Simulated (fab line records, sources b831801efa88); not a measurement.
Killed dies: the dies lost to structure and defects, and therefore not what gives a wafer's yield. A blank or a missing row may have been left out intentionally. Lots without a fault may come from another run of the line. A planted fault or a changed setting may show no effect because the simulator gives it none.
fab line records | flow sky130
record: lots: 11 | wafers: 33 | lastDay: 50
route steps=708 shown LDD_HVP@285 POLY_CUT@319 RES_XHIGH@341 SD_N@356 SD_P@359
lots untouched by any fault: they come from a run of this same line in which no faults occurred
startH: hours from the record's opening day to when the first of the lot's shown wafers began | waitH: time in hours since the lot's previous step | " same as the row above | L1.1+2: several wafers, shown together as one row | - no value, or no start given | * or withheld: withheld | < > ~ a bound
route shown NAME@n: names a module that has steps shown in the file, with the first one's number in the route | usual: the fault-free wafers' mean and standard deviation | same: alike in all rows | chamber/n: place in a boat | sites: each site's reading | _std_site: standard deviation across them | _edge_site: the outer-site mean with the inner-site mean subtracted | radiusMm: for every site, how far away it sits from the centre of the wafer | mask NAME#n: copy n | behind: the tool/chamber that last shaped the wafer | hold: reason for holding the lot/hours on hold/outcome of the hold | device: the transistor (n, p or np) that didn't switch | end of line: tests of these same wafers at the route's end | where a step has no rows: the recipe by itself | killed: dies lost to structure and defects at the first sort, not the wafer's yield | map: per-die view of a wafer (x killed, . not killed, _ where there is no die)
set.NAME: the setting that was run; set.NAME@STEP: the one run at that earlier step | model.NAME: the simulator's own value behind a step, which no gauge read
a sample of lots followed through the steps of the route, with each step as a table and each wafer as a row
services: from which hour (startH, from the record's first day; less than 0 if before it) a tool's chamber was out of use, for how many hours, and why
== steps ==
step: SKY_LDD_HVP_OVL_MEAS_07
usual: LDD_HVP_OVL: -0.5/1.2
lot.wafer | tool       | chamber | startH | waitH | LDD_HVP_OVL[nm]
L647.3    | overlay-01 | -       | 523.79 | 0.1   | -2.2
L647.5    | "          | -       | "      | "     | 1.0
L647.6    | "          | -       | "      | "     | -0.9
L651.2    | overlay-02 | -       | 568.44 | 0.1   | -0.6
L651.3    | "          | -       | "      | "     | 0.5
L651.6    | "          | -       | "      | "     | -0.5
L650.1    | overlay-02 | -       | 573.67 | 0.1   | -0.6
L650.5    | "          | -       | "      | "     | -2.2
L650.6    | "          | -       | "      | "     | -1.0
L652.2    | overlay-02 | -       | 576.54 | 0.1   | 0.3
L652.4    | "          | -       | "      | "     | -0.1
L652.6    | "          | -       | "      | "     | -1.1
L653.1    | overlay-02 | -       | 587.84 | 0.1   | -1.4
L653.4    | "          | -       | "      | "     | -1.4
L653.6    | "          | -       | "      | "     | 0.0
L654.1    | overlay-01 | -       | 597.07 | 0.1   | -0.9
L654.2    | "          | -       | "      | "     | -0.5
L654.3    | "          | -       | "      | "     | -0.1
L655.2    | overlay-01 | -       | 604.64 | 0.1   | 0.4
L655.3    | "          | -       | "      | "     | -2.0
L655.5    | "          | -       | "      | "     | -0.6
L662.2    | overlay-02 | -       | 666.03 | 0.1   | 0.7
L662.4    | "          | -       | "      | "     | 0.7
L662.6    | "          | -       | "      | "     | 1.0
L663.1    | overlay-01 | -       | 670.72 | 0.1   | -2.0
L663.3    | "          | -       | "      | "     | 1.1
L663.5    | "          | -       | "      | "     | -0.1
L664.1    | overlay-02 | -       | 679.07 | 0.1   | -0.5
L664.3    | "          | -       | "      | "     | -2.1
L664.6    | "          | -       | "      | "     | -0.9
L666.1    | overlay-02 | -       | 683.34 | 0.1   | 0.9
L666.3    | "          | -       | "      | "     | 0.4
L666.6    | "          | -       | "      | "     | 1.8
step: SKY_POLY_CUT_STRIP_12
recipe: chemistry: O2/N2 | powerW: 1400 | pressureMtorr: 1500 | platenTempC: withheld | o2FlowSccm: 3000 | n2FlowSccm: 300 | overashFraction: 0.5
usual: drypumpMotorCurrentA: 5.7/0.35 | oesProductAu: 0.452/0.0046 | stripTimeToEndpointS: 5.359/0.015
lot.wafer | tool           | chamber | startH | waitH | drypumpMotorCurrentA | oesProductAu | rfHoursCounterH | stripTimeToEndpointS
L647.3    | plasmaAsher-03 | 0       | 586.25 | 0.1   | 5.7                  | 0.451        | -               | 5.371
L647.5    | "              | 0       | "      | "     | 5.7                  | 0.452        | -               | 5.394
L647.6    | "              | 1       | "      | "     | 5.5                  | 0.450        | -               | 5.371
L651.2    | plasmaAsher-02 | 1       | 629.61 | 0.0   | 5.1                  | 0.449        | 20              | 5.387
L651.3    | "              | 1       | "      | "     | 5.1                  | 0.453        | -               | 5.365
L651.6    | "              | 0       | "      | "     | 5.9                  | 0.451        | -               | 5.370
L650.1    | plasmaAsher-04 | 1       | 634.28 | 0.0   | 6.2                  | 0.448        | 51              | 5.354
L650.5    | "              | 1       | "      | "     | 6.2                  | 0.458        | -               | 5.359
L650.6    | "              | 0       | "      | "     | 5.8                  | 0.453        | -               | 5.367
L652.2    | plasmaAsher-03 | 1       | 637.53 | 0.0   | 5.5                  | 0.453        | 92              | 5.348
L652.4    | "              | 1       | "      | "     | 5.5                  | 0.455        | -               | 5.337
L652.6    | "              | 1       | "      | "     | 5.5                  | 0.451        | -               | 5.369
L653.1    | plasmaAsher-02 | 1       | 648.22 | 0.0   | 5.1                  | 0.449        | 22              | 5.387
L653.4    | "              | 1       | "      | "     | 5.1                  | 0.447        | -               | 5.360
L653.6    | "              | 1       | "      | "     | 5.1                  | 0.455        | -               | 5.353
L654.1    | plasmaAsher-03 | 1       | 657.99 | 0.0   | 5.5                  | 0.448        | 94              | 5.356
L654.2    | "              | 0       | "      | "     | 5.8                  | 0.441        | 94              | 5.357
L654.3    | "              | 1       | "      | "     | 5.5                  | 0.454        | -               | 5.355
L655.2    | plasmaAsher-03 | 1       | 665.32 | 0.0   | 5.5                  | 0.454        | 95              | 5.360
L655.3    | "              | 0       | "      | "     | 5.7                  | 0.448        | -               | 5.360
L655.5    | "              | 0       | "      | "     | 5.7                  | 0.452        | -               | 5.368
L662.2    | plasmaAsher-04 | 0       | 724.32 | 0.0   | 5.8                  | 0.458        | 60              | 5.355
L662.4    | "              | 1       | "      | "     | 6.2                  | 0.455        | -               | 5.348
L662.6    | "              | 1       | "      | "     | 6.2                  | 0.457        | -               | 5.339
L663.1    | plasmaAsher-04 | 1       | 729.84 | 0.0   | 6.2                  | 0.452        | 61              | 5.355
L663.3    | "              | 0       | "      | "     | 5.8                  | 0.455        | -               | 5.346
L663.5    | "              | 0       | "      | "     | 5.8                  | 0.455        | -               | 5.357
L664.1    | plasmaAsher-04 | 0       | 737.47 | 0.0   | 5.8                  | 0.451        | 62              | 5.370
L664.3    | "              | 1       | "      | "     | 6.2                  | 0.451        | -               | 5.376
L664.6    | "              | 1       | "      | "     | 6.2                  | 0.459        | -               | 5.379
L666.1    | plasmaAsher-04 | 0       | 741.12 | 0.0   | 5.8                  | 0.445        | 62              | 5.362
L666.3    | "              | 0       | "      | "     | 5.8                  | 0.451        | -               | 5.356
L666.6    | "              | 0       | "      | "     | 5.8                  | 0.456        | -               | 5.360
step: SKY_RES_XHIGH_TW_MEAS_09
usual: RES_XHIGH_TW: 1648/11
lot.wafer | tool         | chamber | startH | waitH | RES_XHIGH_TW
L647.3    | filmMetro-04 | -       | 643.74 | 0.1   | 1657
L647.5    | "            | -       | "      | "     | 1657
L647.6    | "            | -       | "      | "     | 1657
L651.2    | filmMetro-04 | -       | 686.68 | 0.1   | 1655
L651.3    | "            | -       | "      | "     | 1656
L651.6    | "            | -       | "      | "     | 1646
L650.1    | filmMetro-01 | -       | 691.57 | 0.1   | 1648
L650.5    | "            | -       | "      | "     | 1656
L650.6    | "            | -       | "      | "     | 1655
L652.2    | filmMetro-02 | -       | 695.15 | 0.1   | 1630
L652.4    | "            | -       | "      | "     | 1626
L652.6    | "            | -       | "      | "     | 1632
L653.1    | filmMetro-04 | -       | 705.17 | 0.1   | 1654
L653.4    | "            | -       | "      | "     | 1648
L653.6    | "            | -       | "      | "     | 1661
L654.1    | filmMetro-01 | -       | 713.48 | 0.1   | 1641
L654.2    | "            | -       | "      | "     | 1639
L654.3    | "            | -       | "      | "     | 1640
L655.2    | filmMetro-02 | -       | 721.73 | 0.1   | 1640
L655.3    | "            | -       | "      | "     | 1639
L655.5    | "            | -       | "      | "     | 1634
L662.2    | filmMetro-04 | -       | 778.13 | 0.1   | 1656
L662.4    | "            | -       | "      | "     | 1675
L662.6    | "            | -       | "      | "     | 1657
L663.1    | filmMetro-02 | -       | 784.74 | 0.1   | 1638
L663.3    | "            | -       | "      | "     | 1640
L663.5    | "            | -       | "      | "     | 1633
L664.1    | filmMetro-04 | -       | 791.63 | 0.1   | 1656
L664.3    | "            | -       | "      | "     | 1659
L664.6    | "            | -       | "      | "     | 1660
L666.1    | filmMetro-04 | -       | 795.24 | 0.1   | 1656
L666.3    | "            | -       | "      | "     | 1655
L666.6    | "            | -       | "      | "     | 1654
step: SKY_SD_N_RTA_14
recipe: tempC: 1075 | timeS: 2 | idleTempC: 650 | rampUpCPerS: 150 | rampDownCPerS: 90 | ambient: N2
usual: lampPowerPct: 15.73/0.057 | wafer_temp_C_max: 1078.2/1.3
lot.wafer | tool         | chamber | startH | waitH | lampPowerPct | wafer_temp_C_max
L647.3    | rtpAnneal-02 | 0       | 672.81 | 0.0   | 15.74        | 1076.5
L647.5    | "            | 0       | "      | "     | 15.82        | 1077.5
L647.6    | "            | 0       | "      | "     | 15.78        | 1078.1
L651.2    | rtpAnneal-02 | 0       | 713.99 | 0.0   | 15.74        | 1079.3
L651.3    | "            | 0       | "      | "     | 15.78        | 1078.6
L651.6    | "            | 0       | "      | "     | 15.76        | 1079.0
L650.1    | rtpAnneal-02 | 0       | 719.67 | 0.0   | 15.65        | 1077.2
L650.5    | "            | 0       | "      | "     | 15.70        | 1075.7
L650.6    | "            | 0       | "      | "     | 15.66        | 1077.3
L652.2    | rtpAnneal-01 | 0       | 723.18 | 0.0   | 15.78        | 1077.4
L652.4    | "            | 0       | "      | "     | 15.75        | 1079.4
L652.6    | "            | 0       | "      | "     | 15.84        | 1078.9
L653.1    | rtpAnneal-02 | 0       | 733.49 | 0.0   | 16.22        | 1097.7
L653.4    | "            | 0       | "      | "     | 16.19        | 1095.5
L653.6    | "            | 0       | "      | "     | 16.14        | 1098.5
L654.1    | rtpAnneal-01 | 0       | 741.24 | 0.0   | 15.74        | 1077.4
L654.2    | "            | 0       | "      | "     | 15.71        | 1075.4
L654.3    | "            | 0       | "      | "     | 15.73        | 1078.4
L655.2    | rtpAnneal-02 | 0       | 749.40 | 0.0   | 16.16        | 1095.2
L655.3    | "            | 0       | "      | "     | 16.18        | 1096.3
L655.5    | "            | 0       | "      | "     | 16.15        | 1095.0
L662.2    | rtpAnneal-01 | 0       | 805.25 | 0.0   | 15.83        | 1079.3
L662.4    | "            | 0       | "      | "     | 15.74        | 1079.1
L662.6    | "            | 0       | "      | "     | 15.75        | 1078.1
L663.1    | rtpAnneal-01 | 0       | 811.39 | 0.0   | 15.74        | 1079.3
L663.3    | "            | 0       | "      | "     | 15.62        | 1078.1
L663.5    | "            | 0       | "      | "     | 15.83        | 1081.2
L664.1    | rtpAnneal-02 | 0       | 818.40 | 0.0   | 15.76        | 1078.8
L664.3    | "            | 0       | "      | "     | 15.80        | 1078.2
L664.6    | "            | 0       | "      | "     | 15.69        | 1076.8
L666.1    | rtpAnneal-02 | 0       | 822.33 | 0.0   | 15.73        | 1079.9
L666.3    | "            | 0       | "      | "     | 15.62        | 1076.7
L666.6    | "            | 0       | "      | "     | 15.71        | 1076.2
step: SKY_SD_N_RS_MEAS_16
recipe: thkMeasGauge: four-point-probe
usual: SD_N_RS: 68.53/0.12
lot.wafer | tool         | chamber | startH | waitH | hold                    | SD_N_RS[ohm/sq]
L647.3    | filmMetro-01 | -       | 673.01 | 0.1   | -                       | 68.34
L647.5    | "            | -       | "      | "     | -                       | 68.39
L647.6    | "            | -       | "      | "     | -                       | 68.48
L651.2    | filmMetro-02 | -       | 714.17 | 0.1   | -                       | 68.51
L651.3    | "            | -       | "      | "     | -                       | 68.47
L651.6    | "            | -       | "      | "     | -                       | 68.71
L650.1    | filmMetro-02 | -       | 719.85 | 0.1   | -                       | 68.63
L650.5    | "            | -       | "      | "     | -                       | 68.38
L650.6    | "            | -       | "      | "     | -                       | 68.79
L652.2    | filmMetro-01 | -       | 723.41 | 0.1   | -                       | 68.56
L652.4    | "            | -       | "      | "     | -                       | 68.62
L652.6    | "            | -       | "      | "     | -                       | 68.54
L653.1    | filmMetro-01 | -       | 733.67 | 0.1   | awaitDispo/0.2h/release | 65.28
L653.4    | "            | -       | "      | "     | awaitDispo/0.2h/release | 65.12
L653.6    | "            | -       | "      | "     | awaitDispo/0.2h/release | 65.21
L653.1    | filmMetro-01 | -       | 734.03 | 0.3   | -                       | 65.28
L653.4    | "            | -       | "      | "     | -                       | 65.34
L653.6    | "            | -       | "      | "     | -                       | 65.27
L654.1    | filmMetro-04 | -       | 741.41 | 0.1   | -                       | 68.75
L654.2    | "            | -       | "      | "     | -                       | 68.68
L654.3    | "            | -       | "      | "     | -                       | 68.70
L655.2    | filmMetro-04 | -       | 749.58 | 0.1   | awaitDispo/0.2h/release | 65.04
L655.3    | "            | -       | "      | "     | awaitDispo/0.2h/release | 64.97
L655.5    | "            | -       | "      | "     | awaitDispo/0.2h/release | 65.18
L655.2    | filmMetro-04 | -       | 749.94 | 0.3   | -                       | 64.94
L655.3    | "            | -       | "      | "     | -                       | 65.16
L655.5    | "            | -       | "      | "     | -                       | 65.05
L662.2    | filmMetro-01 | -       | 805.44 | 0.1   | -                       | 68.49
L662.4    | "            | -       | "      | "     | -                       | 68.55
L662.6    | "            | -       | "      | "     | -                       | 68.48
L663.1    | filmMetro-01 | -       | 811.56 | 0.1   | -                       | 68.37
L663.3    | "            | -       | "      | "     | -                       | 68.40
L663.5    | "            | -       | "      | "     | -                       | 68.45
L664.1    | filmMetro-02 | -       | 818.57 | 0.1   | -                       | 68.55
L664.3    | "            | -       | "      | "     | -                       | 68.67
L664.6    | "            | -       | "      | "     | -                       | 68.52
L666.1    | filmMetro-01 | -       | 822.50 | 0.1   | -                       | 68.42
L666.3    | "            | -       | "      | "     | -                       | 68.45
L666.6    | "            | -       | "      | "     | -                       | 68.53
step: SKY_SD_N_RS_MEAS_17
recipe: thkMeasGauge: four-point-probe
usual: SD_P_RS: 147.1/0.44
lot.wafer | tool         | chamber | startH | waitH | hold                    | SD_P_RS[ohm/sq]
L647.3    | filmMetro-01 | -       | 673.13 | 0.1   | -                       | 146.6
L647.5    | "            | -       | "      | "     | -                       | 146.6
L647.6    | "            | -       | "      | "     | -                       | 146.8
L651.2    | filmMetro-02 | -       | 714.29 | 0.1   | -                       | 146.7
L651.3    | "            | -       | "      | "     | -                       | 147.0
L651.6    | "            | -       | "      | "     | -                       | 146.8
L650.1    | filmMetro-02 | -       | 719.97 | 0.1   | -                       | 147.4
L650.5    | "            | -       | "      | "     | -                       | 147.1
L650.6    | "            | -       | "      | "     | -                       | 147.1
L652.2    | filmMetro-01 | -       | 723.53 | 0.1   | -                       | 146.9
L652.4    | "            | -       | "      | "     | -                       | 147.5
L652.6    | "            | -       | "      | "     | -                       | 147.3
L653.1    | filmMetro-01 | -       | 738.28 | 4.2   | awaitDispo/0.2h/release | 130.8
L653.4    | "            | -       | "      | "     | awaitDispo/0.2h/release | 131.4
L653.6    | "            | -       | "      | "     | awaitDispo/0.2h/release | 131.5
L653.1    | filmMetro-01 | -       | 738.70 | 0.4   | -                       | 131.2
L653.4    | "            | -       | "      | "     | -                       | 131.5
L653.6    | "            | -       | "      | "     | -                       | 131.5
L654.1    | filmMetro-04 | -       | 741.53 | 0.1   | -                       | 148.2
L654.2    | "            | -       | "      | "     | -                       | 147.8
L654.3    | "            | -       | "      | "     | -                       | 147.7
L655.2    | filmMetro-04 | -       | 752.70 | 2.7   | awaitDispo/0.2h/release | 130.1
L655.3    | "            | -       | "      | "     | awaitDispo/0.2h/release | 130.7
L655.5    | "            | -       | "      | "     | awaitDispo/0.2h/release | 130.8
L655.2    | filmMetro-04 | -       | 753.00 | 0.3   | -                       | 130.3
L655.3    | "            | -       | "      | "     | -                       | 130.9
L655.5    | "            | -       | "      | "     | -                       | 130.7
L662.2    | filmMetro-01 | -       | 805.56 | 0.1   | -                       | 147.3
L662.4    | "            | -       | "      | "     | -                       | 147.4
L662.6    | "            | -       | "      | "     | -                       | 146.8
L663.1    | filmMetro-01 | -       | 811.68 | 0.1   | -                       | 146.6
L663.3    | "            | -       | "      | "     | -                       | 146.6
L663.5    | "            | -       | "      | "     | -                       | 146.3
L664.1    | filmMetro-02 | -       | 818.69 | 0.1   | -                       | 146.6
L664.3    | "            | -       | "      | "     | -                       | 147.2
L664.6    | "            | -       | "      | "     | -                       | 147.2
L666.1    | filmMetro-01 | -       | 822.62 | 0.1   | -                       | 146.9
L666.3    | "            | -       | "      | "     | -                       | 147.0
L666.6    | "            | -       | "      | "     | -                       | 146.7
== services ==
tool           | chamber | startH | hours | kind
rtpAnneal-01   | -       | 584.96 | 5.7   | pm
plasmaAsher-02 | -       | 604.04 | 1.7   | repair
plasmaAsher-04 | -       | 648.97 | 0.6   | repair
rtpAnneal-02   | -       | 712.85 | 0.5   | pm
plasmaAsher-03 | -       | 733.75 | 9.0   | pm
plasmaAsher-03 | 0       | 733.75 | 9.0   | ventCycle
plasmaAsher-03 | 1       | 733.75 | 9.0   | ventCycle
plasmaAsher-03 | 0       | 742.75 | -     | clean
plasmaAsher-03 | 1       | 742.75 | -     | clean
plasmaAsher-04 | -       | 770.17 | 4.3   | pm
plasmaAsher-04 | -       | 774.50 | 14.6  | pm
rtpAnneal-02   | -       | 807.11 | 4.3   | pm
== key ==
firstSign: step: SKY_SD_N_RTA_14 | reading: wafer_temp_C_max | direction: up | sigmas: 14 | usual: * | struck: *
effect: step: SKY_SD_N_RTA_14 | reading: lampPowerPct | direction: up | sigmas: 7.7 | usual: 15.73 | struck: 16.17
effect: step: SKY_SD_N_RS_MEAS_16 | reading: visit | direction: added
effect: step: SKY_SD_N_RS_MEAS_16 | reading: SD_N_RS | direction: down | sigmas: 28 | usual: 68.53 | struck: 65.13
effect: step: SKY_SD_N_RS_MEAS_17 | reading: visit | direction: added
effect: step: SKY_SD_N_RS_MEAS_17 | reading: SD_P_RS | direction: down | sigmas: 37 | usual: 147.1 | struck: 130.9
metAt SKY_SD_N_RTA_14
struckLots L653,L655
testerLeftOut L653,L655
notActingAt SKY_LDD_HVP_OVL_MEAS_07,SKY_POLY_CUT_STRIP_12,SKY_RES_XHIGH_TW_MEAS_09
onsetBetween 719.67 733.49
fault: kind: processParameterDrift | tool: rtpAnneal-02 | chamber: - | onsetH: 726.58 | steps: SKY_SD_N_RTA_14 | channel: tempC | offset: * | shape: step | endH: 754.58 | actsIn: * | stated: *
testerLeftOut: of these lots the tester's yield and bins aren't shown, on N5 and GAA mostly nor the transistor test; their killed dies are dies lost to structure and defects alone, not to doping, threshold or leakage, so they don't give the yield
